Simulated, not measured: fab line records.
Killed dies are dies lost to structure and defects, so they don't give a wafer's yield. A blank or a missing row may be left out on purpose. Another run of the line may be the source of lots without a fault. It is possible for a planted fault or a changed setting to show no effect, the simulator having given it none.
Which tool did it?	flow gf180mcu	35 wafers from 12 lots sampled at 6 of the route's 602 steps

WHAT THE GAUGES READ, wafer by wafer
GF_PSD_RS_MEAS_14: uses a four-point probe to measure.
lot	measured	on	NSD_RS (ohm/sq)
L841	day 14 04:14	film_metro-04	46.13 46.29 46.24
L842	day 14 13:35	film_metro-01	46.24 46.25 46.17
L843	day 14 21:07	film_metro-01	46.15 46.33 46.21
L845	day 15 11:08	film_metro-04	46.00 46.05 46.05
L846	day 15 17:26	film_metro-02	46.19 46.35 46.15
L847	day 16 04:16	film_metro-01	46.04 45.98 46.08
L848	day 16 11:10	film_metro-04	46.39 46.17 46.22
L850	day 17 04:46	film_metro-01	46.16 46.24 46.20
L852	day 17 21:37	film_metro-04	46.14 46.10 46.21
L853	day 18 01:23	film_metro-04	46.12 46.14 46.14
L860	day 20 19:46	film_metro-02	44.66 46.14
L863	day 22 09:19	film_metro-01	46.27 46.23 46.22

GF_PSD_RS_MEAS_15: uses a four-point probe to measure.
lot	measured	on	PSD_RS (ohm/sq)
L841	day 14 04:22	film_metro-04	108.6 108.7 108.9
L842	day 14 13:42	film_metro-01	108.6 108.3 108.4
L843	day 14 21:14	film_metro-01	108.8 108.8 108.8
L845	day 15 11:15	film_metro-04	108.1 108.6 108.6
L846	day 15 17:33	film_metro-02	109.1 108.8 108.4
L847	day 16 04:23	film_metro-01	108.5 108.5 108.4
L848	day 16 11:17	film_metro-04	109.2 108.5 108.9
L850	day 17 04:53	film_metro-01	108.7 108.9 108.9
L852	day 17 21:44	film_metro-04	108.5 108.7 109.1
L853	day 18 01:30	film_metro-04	109.0 108.6 108.8
L860	day 20 19:53	film_metro-02	105.0 108.7
L863	day 22 09:26	film_metro-01	108.7 108.7 108.9

GF_M4_OVL_MEAS_15.
lot	measured	on	M4_OVL (nm)
L841	day 23 05:10	overlay-01	-6 0 0
L842	day 23 17:17	overlay-02	16 -5 5
L843	day 24 01:04	overlay-01	0 -8 -3
L845	day 24 14:01	overlay-02	0 -11 -18
L846	day 24 21:22	overlay-01	-5 3 -2
L847	day 25 09:03	overlay-02	1 0 0
L848	day 25 15:22	overlay-01	2 0 8
L850	day 26 08:01	overlay-02	3 -6 -3
L852	day 26 23:16	overlay-02	6 6 3
L853	day 27 00:29	overlay-02	-12 1 -11
L860	day 29 08:44	overlay-01	-4 12
L863	day 30 17:35	overlay-01	1 -7 6

GF_TOP_METAL_RS_MEAS_05: uses a four-point probe to measure.
lot	measured	on	TOP_METAL_ALCU_RS (ohm/sq)
L841	day 27 01:30	film_metro-03	0.0332 0.0326 0.0330
L842	day 27 13:23	film_metro-01	0.0326 0.0321 0.0318
L843	day 27 20:25	film_metro-02	0.0330 0.0327 0.0324
L845	day 28 07:33	film_metro-01	0.0317 0.0330 0.0329
L846	day 28 15:04	film_metro-03	0.0331 0.0315 0.0316
L847	day 29 02:09	film_metro-01	0.0331 0.0336 0.0333
L848	day 29 08:28	film_metro-02	0.0331 0.0327 0.0329
L850	day 29 21:44	film_metro-01	0.0319 0.0325 0.0325
L852	day 30 11:02	film_metro-03	0.0328 0.0321 0.0327
L853	day 30 12:21	film_metro-01	0.0332 0.0325 0.0323
L860	day 32 14:47	film_metro-01	0.0320 0.0329
L863	day 33 18:31	film_metro-02	0.0330 0.0326 0.0326

WHICH TOOL RAN EACH LOT (tool, then ch and the chambers of the sampled wafers, then the start)
lot	GF_PSD_RTA_13	GF_V4_CMP_04
L841	rtp_anneal-02 ch 0, day 14 04:09	cmp-02 ch 0,2,3, day 23 06:11
L842	rtp_anneal-02 ch 0, day 14 13:29	cmp-01 ch 0,2,3, day 23 18:20
L843	rtp_anneal-02 ch 0, day 14 20:57	cmp-01 ch 1,2,3, day 24 02:14
L845	rtp_anneal-02 ch 0, day 15 11:03	cmp-02 ch 2,3, day 24 15:04
L846	rtp_anneal-02 ch 0, day 15 17:21	cmp-02 ch 0,1, day 24 22:26
L847	rtp_anneal-02 ch 0, day 16 04:10	cmp-02 ch 0,1,3, day 25 10:00
L848	rtp_anneal-02 ch 0, day 16 11:05	cmp-01 ch 1,2, day 25 16:19
L850	rtp_anneal-02 ch 0, day 17 04:40	cmp-01 ch 0,2,3, day 26 09:06
L852	rtp_anneal-02 ch 0, day 17 21:32	cmp-01 ch 1,2,3, day 27 00:14
L853	rtp_anneal-01 ch 0, day 18 01:17	cmp-01 ch 1,2, day 27 01:53
L860	rtp_anneal-02 ch 0, day 20 19:40	cmp-02 ch 1,2, day 29 09:43
L863	rtp_anneal-01 ch 0, day 22 09:13	cmp-02 ch 0,1,2, day 30 19:17
- GF_PSD_RTA_13: time 20 s.
- GF_V4_CMP_04: polishes SiO2.

AS READ BY THE TOOLS THEMSELVES (means over the sampled wafers that have a number; for cases with no such wafer, the mark the record gives instead)
GF_PSD_RTA_13.
lot	tool	chamber_o2_ppm	lamp_power_pct (%)	run_length_s (s)	wafer_temp_C_max
L841	rtp_anneal-02	1.998	30.0	48.5	1033.7
L842	rtp_anneal-02	2.029	30.0	48.4	1033.8
L843	rtp_anneal-02	2.005	30.0	48.4	1032.9
L845	rtp_anneal-02	1.981	30.0	48.2	1034.4
L846	rtp_anneal-02	2.003	30.0	48.5	1034.0
L847	rtp_anneal-02	1.987	30.0	48.4	1034.6
L848	rtp_anneal-02	1.998	30.0	48.4	1034.0
L850	rtp_anneal-02	2.002	30.0	48.4	1034.0
L852	rtp_anneal-02	1.995	30.0	48.4	1033.2
L853	rtp_anneal-01	2.012	31.5	48.8	1028.7
L860	rtp_anneal-02	2.004	30.0	51.8	1032.5
L863	rtp_anneal-01	2.002	31.5	48.6	1029.0

GF_V4_CMP_04.
lot	tool	edge_zone_pressure_frac	motor_current_A (A)	time_to_endpoint_s (s)
L841	cmp-02	0.998	11.6	75
L842	cmp-01	1.002	11.6	79
L843	cmp-01	1.001	11.8	76
L845	cmp-02	1.001	11.1	89
L846	cmp-02	1.003	12.5	80
L847	cmp-02	1.000	12.0	90
L848	cmp-01	0.997	11.7	72
L850	cmp-01	1.000	11.7	76
L852	cmp-01	1.003	11.3	75
L853	cmp-01	1.005	11.6	71
L860	cmp-02	1.005	11.3	96
L863	cmp-02	0.995	11.2	87

THE ANSWER, worked out from the rows above alone
Rule: what is usual is taken from the lots themselves. The widest of any qualifying gaps counts: lots, ordered by their means at a reading, are off when they make up no more than a third of the lots, leave a main group of 4 or more, and stand apart from it by 3 or more times the standard deviation of that group's means. A main group whose means are all the same, to the digits that the tables above print for the reading, isn't used. Also off: a lot with no number at a reading for which 4 or more lots have one. The other lots that the step has rows for count as sound. Order of review: gauges by route order, followed by the tools' own readings, for which a lot's mean as printed above is used. The first step at which some lot is off is used, and at that step the reading that is off furthest; a lot without a number counts as furthest.
Off: L860, at GF_PSD_RS_MEAS_14 (NSD_RS). Main group: mean 46.18 ohm/sq, sd 0.077.
If a tool, at a process step before that reading, ran all the lots that are off and no sound lot after the first of them, it fits. The gauges at GF_PSD_RS_MEAS_14 aren't tried: what is off there is off at GF_PSD_RTA_13 too, on other tools, and a gauge's error can't cause that. One fits: rtp_anneal-02 at GF_PSD_RTA_13. A fault onset in the window from L852 (day 17 21:32, its last sound lot) to L860 (day 20 19:40, its first lot off) fits.
On the lots that are off, the tool's own readings at GF_PSD_RTA_13 differ by more than 5 times the standard deviation of the sound lots' means, which bears it out; run_length_s reads 51.8 s there versus 48.5 s on the sound lots.

WHAT THE SIMULATOR HAD INSERTED
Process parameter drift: rtp_anneal-02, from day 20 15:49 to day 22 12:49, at GF_PSD_RTA_13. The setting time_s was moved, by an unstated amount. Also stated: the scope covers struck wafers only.
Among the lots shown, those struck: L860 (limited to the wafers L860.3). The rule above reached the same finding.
